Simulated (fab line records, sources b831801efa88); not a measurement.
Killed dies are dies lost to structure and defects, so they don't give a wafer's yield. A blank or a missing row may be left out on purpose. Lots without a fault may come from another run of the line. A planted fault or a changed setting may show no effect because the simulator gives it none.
fab line records | flow sky130
record lots=24 wafers=72 last_day=50
route steps=708 shown FIELD_ISO@15 POLY_GATE@229 CAP2M@615 METAL4@633 PAD_OPEN@707
lots that met no fault: from a run of the same line without faults
start_h: hours from the record's first day to the start of the lot's first wafer shown | wait_h: hours since the lot's step before | " the same as in the row above | L1.1+2: a row that stands for several wafers | - no value, or no start given | * or withheld: withheld | < > ~ a bound
route shown NAME@n: a module of which the file shows steps, and the number in the route of the first | usual: mean/standard deviation of fault-free wafers | same: alike in all rows | chamber/n: place in a boat | sites: the reading at each site | _std_site: their standard deviation | _edge_site: outer sites' mean less inner sites' | radius_mm: how far each site lies from the wafer's centre | mask NAME#n: copy n | behind: the tool/chamber that last shaped the wafer | hold: why the lot was held/for how many hours/how that ended | device: the transistor (n, p or np) that didn't switch | end of line: the same wafers' tests at the end of the route | a step without rows: its recipe alone | killed: dies lost to structure and defects at the first sort, not the wafer's yield | map: a wafer's dies, x killed, . not, _ none there
set.NAME: the setting as run; set.NAME@STEP: as run at that earlier step | model.NAME: the simulator's own value behind a step, which no gauge read
steps of the route over a sample of lots; a table a step, a row a wafer
services: from which hour (start_h, from the record's first day; less than 0 if before it) a tool's chamber was out of use, for how many hours, and why
## steps
# step SKY_FIELD_ISO_ETCH_14
# recipe chemistry=N2/H2 target=BARC ion_energy_ev=200 source_w=500 bias_w=100 pressure_mtorr=30 n2_flow_sccm=100 h2_flow_sccm=200 stop_on=SiO2 time_s=45.9 target_depth_a=600
# usual drypump_motor_current_A=6.1/0.35 oes_product_au=0.855/0.0048 throttle_valve_pct=13.225/0.0097
# columns lot.wafer tool chamber start_h wait_h drypump_motor_current_A oes_product_au rf_hours_counter_h throttle_valve_pct
L074.1 rie_diel-02 0 28.41 0.1 5.6 0.852 5 13.218
L074.2 " 2 " " 6.4 0.855 1 13.227
L074.5 " 1 " " 6.1 0.859 - 13.219
L075.1 rie_diel-04 2 35.91 0.1 6.4 0.853 80 13.223
L075.2 " 3 " " 6.5 0.857 33 13.227
L075.3 " 0 " " 5.6 0.856 28 13.202
L076.1 rie_diel-04 1 42.38 0.1 5.6 0.854 152 13.206
L076.2 " 0 " " 5.6 0.850 28 13.215
L076.4 " 3 " " 6.6 0.860 33 13.237
L077.3 rie_diel-04 2 47.26 0.1 6.4 0.856 80 13.219
L077.5 " 3 " " 6.6 0.854 - 13.208
L077.6 " 0 " " 5.6 0.850 - 13.214
L078.1 rie_diel-04 1 55.29 0.1 5.6 0.862 152 13.223
L078.3 " 3 " " 6.6 0.856 33 13.228
L078.4 " 0 " " 5.5 0.856 28 13.222
L079.2 rie_diel-03 3 55.64 0.1 6.4 0.857 152 13.226
L079.4 " 0 " " 5.9 0.849 139 13.218
L079.5 " 2 " " 6.3 0.852 - 13.234
L080.2 rie_diel-02 1 61.68 0.1 6.1 0.860 3 13.233
L080.4 " 0 " " 5.6 0.854 5 13.223
L080.5 " 0 " " 5.6 0.848 - 13.232
L081.1 rie_diel-04 2 65.59 0.1 6.3 0.859 80 13.232
L081.3 " 0 " " 5.6 0.859 28 13.239
L081.6 " 1 " " 5.6 0.854 - 13.211
L082.1 rie_diel-03 0 70.29 0.1 5.9 0.847 140 13.235
L082.4 " 3 " " 6.3 0.860 153 13.208
L082.5 " 1 " " 6.2 0.855 - 13.219
L083.3 rie_diel-02 1 76.31 0.1 6.1 0.854 4 13.212
L083.4 " 3 " " 6.4 0.850 22 13.223
L083.6 " 1 " " 6.1 0.847 - 13.229
L084.3 rie_diel-02 0 84.38 0.1 5.6 0.856 6 13.217
L084.4 " 2 " " 6.4 0.856 2 13.213
L084.6 " 2 " " 6.3 0.844 - 13.223
L085.1 rie_diel-04 0 90.11 0.1 5.6 0.853 29 13.241
L085.5 " 3 " " 6.5 0.858 - 13.222
L085.6 " 2 " " 6.4 0.855 - 13.234
L086.1 rie_diel-02 1 90.46 0.1 6.1 0.854 4 13.227
L086.2 " 2 " " 6.3 0.855 2 13.232
L086.6 " 1 " " 6.1 0.859 - 13.228
L087.1 rie_diel-04 3 98.88 0.1 6.6 0.852 34 13.238
L087.2 " 1 " " 5.6 0.854 153 13.225
L087.6 " 3 " " 6.5 0.853 - 13.239
L088.1 rie_diel-04 0 103.34 0.1 5.6 0.861 29 13.233
L088.2 " 1 " " 5.6 0.852 153 13.216
L088.5 " 1 " " 5.6 0.857 - 13.242
L089.1 rie_diel-02 1 104.29 0.1 6.1 0.857 4 13.246
L089.4 " 0 " " 5.6 0.860 6 13.212
L089.5 " 1 " " 6.1 0.857 - 13.221
L090.1 rie_diel-04 2 113.49 0.1 6.4 0.857 82 13.249
L090.2 " 3 " " 6.6 0.856 34 13.215
L090.3 " 1 " " 5.6 0.863 153 13.218
L091.1 rie_diel-03 2 118.83 0.1 6.3 0.849 114 13.223
L091.2 " 1 " " 6.2 0.861 7 13.222
L091.4 " 3 " " 6.3 0.852 154 13.217
L092.1 rie_diel-02 0 122.36 0.1 5.6 0.858 6 13.223
L092.2 " 1 " " 6.1 0.849 5 13.213
L092.5 " 0 " " 5.6 0.858 - 13.224
L093.2 rie_diel-04 1 127.41 0.1 5.6 0.855 154 13.224
L093.3 " 2 " " 6.4 0.859 82 13.226
L093.6 " 2 " " 6.4 0.852 - 13.210
L094.3 rie_diel-02 1 133.89 0.1 6.1 0.859 5 13.234
L094.5 " 1 " " 6.1 0.853 - 13.197
L094.6 " 2 " " 6.3 0.856 - 13.241
L095.2 rie_diel-03 3 138.68 0.1 6.3 0.860 154 13.235
L095.3 " 1 " " 6.2 0.862 8 13.233
L095.6 " 0 " " 5.8 0.858 - 13.219
L096.1 rie_diel-03 3 143.44 0.1 6.3 0.851 155 13.223
L096.3 " 2 " " 6.3 0.862 115 13.227
L096.5 " 1 " " 6.2 0.859 - 13.228
L097.2 rie_diel-02 1 149.29 0.1 6.1 0.858 5 13.227
L097.3 " 3 " " 6.4 0.855 23 13.225
L097.5 " 1 " " 6.1 0.859 - 13.217
# step SKY_FIELD_ISO_ETCH_15
# recipe chemistry=CHF3/O2 target_depth_nm=180 stop_on=Si source_w=600 bias_w=200 pressure_mtorr=40 chf3_flow_sccm=50 O2_flow_sccm=5 time_s=72
# usual drypump_motor_current_A=6.1/0.34 oes_product_au=0.943/0.0072 throttle_valve_pct=8.843/0.0092
# columns lot.wafer tool chamber start_h wait_h drypump_motor_current_A oes_product_au rf_hours_counter_h throttle_valve_pct
L074.1 rie_diel-02 0 28.45 0.0 5.6 0.940 5 8.837
L074.2 " 2 " " 6.3 0.941 1 8.838
L074.5 " 1 " " 6.1 0.950 - 8.854
L075.1 rie_diel-04 2 35.95 0.0 6.4 0.941 80 8.857
L075.2 " 3 " " 6.5 0.937 33 8.858
L075.3 " 0 " " 5.6 0.948 28 8.837
L076.1 rie_diel-04 1 42.42 0.0 5.6 0.944 152 8.852
L076.2 " 0 " " 5.6 0.942 28 8.849
L076.4 " 3 " " 6.5 0.952 33 8.840
L077.3 rie_diel-04 2 47.30 0.0 6.4 0.937 80 8.844
L077.5 " 3 " " 6.5 0.944 - 8.836
L077.6 " 0 " " 5.5 0.942 - 8.821
L078.1 rie_diel-04 1 55.33 0.0 5.6 0.938 152 8.846
L078.3 " 3 " " 6.5 0.953 33 8.844
L078.4 " 0 " " 5.6 0.946 28 8.842
L079.2 rie_diel-03 3 55.68 0.0 6.3 0.947 152 8.837
L079.4 " 0 " " 5.8 0.949 139 8.858
L079.5 " 2 " " 6.3 0.950 - 8.851
L080.2 rie_diel-02 1 61.72 0.0 6.0 0.954 3 8.851
L080.4 " 0 " " 5.6 0.959 5 8.846
L080.5 " 0 " " 5.6 0.946 - 8.839
L081.1 rie_diel-04 2 65.63 0.0 6.3 0.950 80 8.854
L081.3 " 0 " " 5.6 0.950 28 8.850
L081.6 " 1 " " 5.6 0.947 - 8.839
L082.1 rie_diel-03 0 70.33 0.0 5.8 0.940 140 8.846
L082.4 " 3 " " 6.3 0.938 153 8.831
L082.5 " 1 " " 6.2 0.951 - 8.857
L083.3 rie_diel-02 1 76.35 0.0 6.1 0.935 4 8.838
L083.4 " 3 " " 6.4 0.941 22 8.842
L083.6 " 1 " " 6.1 0.929 - 8.852
L084.3 rie_diel-02 0 84.42 0.0 5.6 0.941 6 8.846
L084.4 " 2 " " 6.3 0.943 2 8.832
L084.6 " 2 " " 6.4 0.950 - 8.852
L085.1 rie_diel-04 0 90.15 0.0 5.6 0.948 29 8.838
L085.5 " 3 " " 6.5 0.947 - 8.839
L085.6 " 2 " " 6.3 0.956 - 8.837
L086.1 rie_diel-02 1 90.50 0.0 6.1 0.947 4 8.840
L086.2 " 2 " " 6.3 0.942 2 8.861
L086.6 " 1 " " 6.1 0.954 - 8.845
L087.1 rie_diel-04 3 98.92 0.0 6.6 0.929 34 8.844
L087.2 " 1 " " 5.6 0.931 153 8.838
L087.6 " 3 " " 6.5 0.934 - 8.826
L088.1 rie_diel-04 0 103.38 0.0 5.6 0.948 29 8.850
L088.2 " 1 " " 5.6 0.952 153 8.850
L088.5 " 1 " " 5.6 0.940 - 8.830
L089.1 rie_diel-02 1 104.33 0.0 6.1 0.945 4 8.846
L089.4 " 0 " " 5.6 0.942 6 8.847
L089.5 " 1 " " 6.1 0.937 - 8.850
L090.1 rie_diel-04 2 113.53 0.0 6.3 0.947 82 8.853
L090.2 " 3 " " 6.5 0.942 34 8.855
L090.3 " 1 " " 5.6 0.944 153 8.848
L091.1 rie_diel-03 2 118.87 0.0 6.3 0.943 114 8.841
L091.2 " 1 " " 6.2 0.930 7 8.856
L091.4 " 3 " " 6.3 0.944 154 8.826
L092.1 rie_diel-02 0 122.40 0.0 5.6 0.941 6 8.840
L092.2 " 1 " " 6.1 0.942 5 8.828
L092.5 " 0 " " 5.6 0.923 - 8.861
L093.2 rie_diel-04 1 127.45 0.0 5.6 0.948 154 8.834
L093.3 " 2 " " 6.4 0.936 82 8.849
L093.6 " 2 " " 6.4 0.932 - 8.839
L094.3 rie_diel-02 1 133.93 0.0 6.1 0.947 5 8.845
L094.5 " 1 " " 6.0 0.956 - 8.844
L094.6 " 2 " " 6.3 0.951 - 8.837
L095.2 rie_diel-03 3 138.72 0.0 6.3 0.931 154 8.851
L095.3 " 1 " " 6.2 0.941 8 8.849
L095.6 " 0 " " 5.8 0.945 - 8.844
L096.1 rie_diel-03 3 143.48 0.0 6.3 0.945 155 8.838
L096.3 " 2 " " 6.3 0.929 115 8.847
L096.5 " 1 " " 6.2 0.947 - 8.822
L097.2 rie_diel-02 1 149.33 0.0 6.1 0.940 5 8.857
L097.3 " 3 " " 6.4 0.935 23 8.835
L097.5 " 1 " " 6.1 0.933 - 8.843
# step SKY_POLY_GATE_ETCH_15
# recipe chemistry=N2/H2 target=BARC ion_energy_ev=200 source_w=500 bias_w=100 pressure_mtorr=30 n2_flow_sccm=100 h2_flow_sccm=200 stop_on=SiO2 time_s=118.5 target_depth_a=1100
# usual drypump_motor_current_A=6.0/0.43 oes_product_au=0.717/0.0046 throttle_valve_pct=13.212/0.0095
# columns lot.wafer tool chamber start_h wait_h drypump_motor_current_A oes_product_au rf_hours_counter_h throttle_valve_pct
L074.1 rie_diel-03 1 365.72 0.0 6.2 0.715 13 13.218
L074.2 " 3 " " 6.3 0.725 4 13.215
L074.5 " 0 " " 5.8 0.721 - 13.221
L075.1 rie_diel-01 1 380.27 0.0 5.4 0.723 8 13.222
L075.2 " 0 " " 5.3 0.718 5 13.212
L075.3 " 3 " " 6.6 0.711 4 13.215
L076.1 rie_diel-03 0 389.22 0.0 5.8 0.715 3 13.219
L076.2 " 2 " " 6.3 0.710 0 13.204
L076.4 " 3 " " 6.4 0.710 5 13.210
L077.3 rie_diel-01 3 399.06 0.0 6.6 0.719 4 13.224
L077.5 " 3 " " 6.6 0.722 - 13.218
L077.6 " 2 " " 5.6 0.712 - 13.214
L079.2 rie_diel-01 2 413.76 0.0 5.6 0.725 1 13.216
L079.4 " 0 " " 5.3 0.722 6 13.201
L079.5 " 1 " " 5.4 0.718 - 13.222
L078.1 rie_diel-04 3 426.86 0.0 6.5 0.721 41 13.216
L078.3 " 1 " " 5.6 0.727 5 13.223
L078.4 " 0 " " 5.6 0.713 36 13.201
L080.2 rie_diel-04 2 444.72 0.0 6.4 0.716 88 13.220
L080.4 " 3 " " 6.6 0.718 41 13.202
L080.5 " 0 " " 5.6 0.708 - 13.198
L081.1 rie_diel-03 2 449.02 0.0 6.3 0.723 2 13.210
L081.3 " 3 " " 6.3 0.716 6 13.212
L081.6 " 2 " " 6.3 0.712 - 13.219
L082.1 rie_diel-03 0 463.77 0.0 5.8 0.714 5 13.203
L082.4 " 3 " " 6.4 0.724 6 13.226
L082.5 " 3 " " 6.4 0.722 - 13.207
L083.3 rie_diel-01 2 468.11 0.0 5.6 0.722 2 13.216
L083.4 " 0 " " 5.2 0.715 7 13.190
L083.6 " 2 " " 5.6 0.720 - 13.210
L084.3 rie_diel-03 0 485.36 0.0 5.8 0.710 5 13.220
L084.4 " 1 " " 6.2 0.713 16 13.206
L084.6 " 3 " " 6.3 0.715 - 13.213
L085.1 rie_diel-01 3 488.31 0.0 6.7 0.713 5 13.197
L085.5 " 2 " " 5.6 0.710 - 13.216
L085.6 " 3 " " 6.6 0.720 - 13.213
L086.1 rie_diel-03 2 489.92 0.0 6.3 0.717 3 13.204
L086.2 " 1 " " 6.3 0.713 16 13.210
L086.6 " 1 " " 6.3 0.707 - 13.208
L087.1 rie_diel-04 1 494.88 0.0 5.6 0.712 6 13.207
L087.2 " 0 " " 5.6 0.715 37 13.217
L087.6 " 1 " " 5.6 0.713 - 13.206
L089.1 rie_diel-01 3 501.57 0.0 6.7 0.723 6 13.199
L089.4 " 2 " " 5.6 0.719 2 13.226
L089.5 " 2 " " 5.6 0.711 - 13.221
L088.1 rie_diel-03 3 505.36 0.0 6.3 0.719 7 13.205
L088.2 " 1 " " 6.3 0.712 16 13.232
L088.5 " 1 " " 6.3 0.713 - 13.215
L090.1 rie_diel-03 2 520.72 0.0 6.3 0.723 3 13.215
L090.2 " 3 " " 6.3 0.722 7 13.215
L090.3 " 0 " " 5.8 0.711 6 13.205
L091.1 rie_diel-04 0 524.27 0.0 5.6 0.715 38 13.230
L091.2 " 3 " " 6.6 0.725 43 13.223
L091.4 " 1 " " 5.6 0.713 - 13.216
L092.1 rie_diel-03 3 531.07 0.0 6.3 0.717 8 13.215
L092.2 " 1 " " 6.2 0.720 17 13.206
L092.5 " 3 " " 6.3 0.722 - 13.216
L093.2 rie_diel-03 0 538.46 0.0 5.8 0.716 7 13.232
L093.3 " 3 " " 6.3 0.724 8 13.207
L093.6 " 2 " " 6.3 0.715 - 13.207
L094.3 rie_diel-04 0 547.16 0.0 5.6 0.717 38 13.210
L094.5 " 3 " " 6.6 0.713 - 13.220
L094.6 " 0 " " 5.6 0.714 - 13.214
L095.2 rie_diel-01 1 551.07 0.0 5.4 0.715 11 13.228
L095.3 " 3 " " 6.7 0.709 6 13.203
L095.6 " 0 " " 5.3 0.708 - 13.216
L096.1 rie_diel-03 1 559.61 0.0 6.3 0.721 18 13.202
L096.3 " 3 " " 6.3 0.721 8 13.220
L096.5 " 2 " " 6.3 0.724 - 13.235
L097.2 rie_diel-04 3 580.27 0.0 6.5 0.710 44 13.220
L097.3 " 1 " " 5.6 0.724 7 13.203
L097.5 " 1 " " 5.6 0.718 - 13.196
# step SKY_CAP2M_OVL_MEAS_12
# usual CAP2M_OVL=-0.5/1.1
# columns lot.wafer tool chamber start_h wait_h CAP2M_OVL[nm]
L074.1 overlay-02 - 947.57 0.1 -0.6
L074.2 " - " " 0.1
L074.5 " - " " -0.2
L075.1 overlay-02 - 964.76 0.1 -1.9
L075.2 " - " " 0.4
L075.3 " - " " 0.5
L076.1 overlay-02 - 970.01 0.1 -0.6
L076.2 " - " " -1.9
L076.4 " - " " -1.4
L077.3 overlay-02 - 972.86 0.1 -0.4
L077.5 " - " " -1.7
L077.6 " - " " -0.6
L079.2 overlay-02 - 982.52 0.1 -2.3
L079.4 " - " " -1.9
L079.5 " - " " -1.5
L078.1 overlay-01 - 995.10 0.1 -1.0
L078.3 " - " " -0.5
L078.4 " - " " 0.7
L080.2 overlay-01 - 1006.11 0.1 -2.3
L080.4 " - " " -0.7
L080.5 " - " " -0.4
L081.1 overlay-01 - 1007.80 0.1 -1.4
L081.3 " - " " -2.5
L081.6 " - " " -0.7
L082.1 overlay-02 - 1021.57 0.1 -1.4
L082.4 " - " " 0.3
L082.5 " - " " -1.7
L083.3 overlay-01 - 1026.73 0.1 0.8
L083.4 " - " " 3.2
L083.6 " - " " 1.8
L084.3 overlay-01 - 1037.32 0.1 -1.2
L084.4 " - " " -1.0
L084.6 " - " " 1.0
L085.1 overlay-01 - 1040.71 0.1 -2.7
L085.5 " - " " -0.7
L085.6 " - " " -0.6
L086.1 overlay-02 - 1042.62 0.1 0.4
L086.2 " - " " -0.4
L086.6 " - " " 1.3
L087.1 overlay-02 - 1048.96 0.1 -0.7
L087.2 " - " " -0.7
L087.6 " - " " -2.0
L089.1 overlay-02 - 1049.61 0.1 -2.3
L089.4 " - " " -0.6
L089.5 " - " " -0.7
L088.1 overlay-01 - 1053.81 0.1 0.1
L088.2 " - " " -1.4
L088.5 " - " " -0.3
L090.1 overlay-02 - 1065.00 0.1 -0.4
L090.2 " - " " -1.6
L090.3 " - " " -0.8
L091.1 overlay-02 - 1069.81 0.1 -1.6
L091.2 " - " " -1.9
L091.4 " - " " -0.5
L092.1 overlay-02 - 1073.35 0.1 -0.7
L092.2 " - " " 0.3
L092.5 " - " " -1.1
L093.2 overlay-02 - 1075.76 0.1 -1.0
L093.3 " - " " -1.3
L093.6 " - " " -0.4
L094.3 overlay-01 - 1079.17 0.1 -1.1
L094.5 " - " " -0.4
L094.6 " - " " 1.4
L095.2 overlay-02 - 1084.87 0.1 0.3
L095.3 " - " " -0.6
L095.6 " - " " -2.6
L096.1 overlay-02 - 1091.61 0.1 -3.9
L096.3 " - " " -2.0
L096.5 " - " " 0.3
L097.2 overlay-02 - 1108.76 0.1 0.1
L097.3 " - " " 1.2
L097.5 " - " " -0.7
# step SKY_METAL4_ETCH_17
# recipe target=SiO2 stop_on=TiN chemistry=C4F8/O2/Ar source_w=1500 bias_w=1200 pressure_mtorr=40 c4f8_flow_sccm=withheld O2_flow_sccm=6 Ar_flow_sccm=300 time_s=3.9 target_depth_a=150
# usual oes_product_au=0.754/0.0073
# columns lot.wafer tool chamber start_h wait_h oes_product_au rf_hours_counter_h
L074.1 rie_diel-01 1 972.54 0.1 0.746 22
L074.2 " 0 " " 0.750 19
L074.5 " 0 " " 0.750 -
L075.1 rie_diel-02 1 988.29 0.1 0.753 22
L075.2 " 2 " " 0.756 17
L075.3 " 3 " " 0.755 5
L076.1 rie_diel-02 2 994.72 0.1 0.755 17
L076.2 " 3 " " 0.749 5
L076.4 " 3 " " 0.760 -
L077.3 rie_diel-01 0 996.09 0.0 0.743 19
L077.5 " 3 " " 0.757 -
L077.6 " 2 " " 0.759 -
L079.2 rie_diel-03 1 1005.77 0.1 0.750 1
L079.4 " 0 " " 0.752 20
L079.5 " 3 " " 0.756 -
L078.1 rie_diel-01 1 1019.52 0.1 0.746 23
L078.3 " 0 " " 0.751 20
L078.4 " 3 " " 0.768 19
L080.2 rie_diel-01 1 1029.89 0.1 0.743 23
L080.4 " 0 " " 0.765 20
L080.5 " 1 " " 0.751 -
L081.1 rie_diel-03 1 1031.79 0.1 0.758 2
L081.3 " 2 " " 0.754 19
L081.6 " 1 " " 0.756 -
L082.1 rie_diel-03 2 1044.75 0.1 0.748 19
L082.4 " 3 " " 0.764 23
L082.5 " 1 " " 0.750 -
L083.3 rie_diel-03 3 1049.82 0.1 0.744 23
L083.4 " 0 " " 0.763 21
L083.6 " 2 " " 0.761 -
L084.3 rie_diel-03 1 1059.92 0.0 0.751 2
L084.4 " 0 " " 0.748 21
L084.6 " 3 " " 0.761 -
L085.1 rie_diel-02 0 1063.65 0.1 0.755 2
L085.5 " 1 " " 0.765 -
L085.6 " 0 " " 0.757 -
L086.1 rie_diel-02 1 1064.87 0.1 0.752 24
L086.2 " 3 " " 0.762 7
L086.6 " 1 " " 0.751 -
L087.1 rie_diel-02 2 1071.74 0.1 0.761 19
L087.2 " 1 " " 0.753 24
L087.6 " 0 " " 0.753 -
L089.1 rie_diel-01 3 1071.82 0.1 0.745 21
L089.4 " 0 " " 0.756 22
L089.5 " 2 " " 0.754 -
L088.1 rie_diel-02 3 1074.94 0.1 0.738 7
L088.2 " 2 " " 0.739 19
L088.5 " 0 " " 0.737 -
L090.1 rie_diel-03 0 1086.94 0.1 0.751 21
L090.2 " 1 " " 0.755 3
L090.3 " 3 " " 0.749 24
L091.1 rie_diel-03 3 1092.20 0.1 0.764 24
L091.2 " 1 " " 0.757 3
L091.4 " 0 " " 0.769 22
L092.1 rie_diel-01 0 1094.72 0.1 0.752 23
L092.2 " 2 " " 0.747 18
L092.5 " 2 " " 0.749 -
L093.2 rie_diel-03 0 1097.80 0.1 0.746 22
L093.3 " 1 " " 0.753 3
L093.6 " 2 " " 0.747 -
L094.3 rie_diel-02 2 1099.39 0.0 0.758 20
L094.5 " 3 " " 0.755 -
L094.6 " 2 " " 0.757 -
L095.2 rie_diel-01 2 1106.35 0.1 0.741 18
L095.3 " 0 " " 0.754 23
L095.6 " 3 " " 0.752 -
L096.1 rie_diel-02 3 1112.47 0.1 0.756 9
L096.3 " 0 " " 0.748 4
L096.5 " 2 " " 0.754 -
L097.2 rie_diel-03 0 1128.87 0.1 0.764 23
L097.3 " 1 " " 0.764 4
L097.5 " 2 " " 0.761 -
# step SKY_PAD_OPEN_BOW_MEAS_13
# recipe mode=bow
# usual PAD_OPEN_BOW=48/9
# columns lot.wafer tool chamber start_h wait_h PAD_OPEN_BOW[um]
L074.1 film_metro-01 - 1069.50 - 62
L074.2 " - " " 62
L074.5 " - " " 51
L075.1 film_metro-03 - 1080.36 - 36
L075.2 " - " " 40
L075.3 " - " " 39
L076.1 film_metro-01 - 1087.74 - 45
L076.2 " - " " 43
L076.4 " - " " 55
L077.3 film_metro-03 - 1090.93 - 38
L077.5 " - " " 42
L077.6 " - " " 37
L079.2 film_metro-02 - 1099.39 - 63
L079.4 " - " " 68
L079.5 " - " " 52
L078.1 film_metro-03 - 1111.91 - 68
L078.3 " - " " 55
L078.4 " - " " 47
L080.2 film_metro-03 - 1118.93 - 41
L080.4 " - " " 40
L080.5 " - " " 41
L081.1 film_metro-02 - 1120.51 - 36
L081.3 " - " " 43
L081.6 " - " " 42
L082.1 film_metro-03 - 1131.60 - 43
L082.4 " - " " 46
L082.5 " - " " 41
L083.3 film_metro-01 - 1139.34 - 26
L083.4 " - " " 48
L083.6 " - " " 32
L084.3 film_metro-02 - 1146.06 - 48
L084.4 " - " " 61
L084.6 " - " " 50
L085.1 film_metro-03 - 1149.41 - 55
L085.5 " - " " 40
L085.6 " - " " 49
L086.1 film_metro-02 - 1153.13 - 48
L086.2 " - " " 36
L086.6 " - " " 44
L087.1 film_metro-02 - 1156.74 - 53
L087.2 " - " " 52
L087.6 " - " " 57
L089.1 film_metro-02 - 1157.50 - 46
L089.4 " - " " 58
L089.5 " - " " 39
L088.1 film_metro-02 - 1160.76 - 53
L088.2 " - " " 50
L088.5 " - " " 56
L090.1 film_metro-01 - 1169.56 - 53
L090.2 " - " " 39
L090.3 " - " " 41
L091.1 film_metro-03 - 1174.46 - 34
L091.2 " - " " 33
L091.4 " - " " 47
L092.1 film_metro-01 - 1175.89 - 51
L092.2 " - " " 49
L092.5 " - " " 42
L093.2 film_metro-01 - 1177.98 - 38
L093.3 " - " " 42
L093.6 " - " " 43
L094.3 film_metro-01 - 1178.78 - 54
L094.5 " - " " 51
L094.6 " - " " 52
L095.2 film_metro-03 - 1184.91 - 37
L095.3 " - " " 45
L095.6 " - " " 45
L096.1 film_metro-01 - 1191.61 - 58
L096.3 " - " " 55
L096.5 " - " " 45
L097.2 film_metro-02 - 1202.12 - 36
L097.3 " - " " 45
L097.5 " - " " 51
## services
# columns tool chamber start_h hours kind
rie_diel-02 1 30.27 3.7 repair
rie_diel-04 3 90.35 3.3 repair
rie_diel-03 1 171.28 11.5 repair
rie_diel-02 - 187.00 0.7 repair
rie_diel-03 2 203.96 11.4 repair
rie_diel-03 3 273.46 11.1 repair
rie_diel-03 3 403.18 3.7 repair
rie_diel-03 0 446.87 3.9 repair
rie_diel-03 2 458.42 4.1 repair
rie_diel-03 3 464.76 5.7 repair
rie_diel-03 2 468.06 6.0 repair
rie_diel-03 2 504.10 5.1 repair
rie_diel-03 2 539.82 7.0 repair
rie_diel-03 0 710.23 3.5 repair
rie_diel-03 3 734.24 13.3 repair
rie_diel-03 0 739.67 11.4 repair
rie_diel-03 - 782.00 2.8 pm
rie_diel-03 1 852.17 34.2 repair
rie_diel-03 2 873.53 7.4 repair
rie_diel-03 2 911.60 10.3 repair
rie_diel-03 0 961.50 7.7 repair
rie_diel-03 0 1008.67 14.2 repair
rie_diel-03 - 1061.22 14.6 pm
rie_diel-03 2 1121.27 5.4 repair
## key
fault none
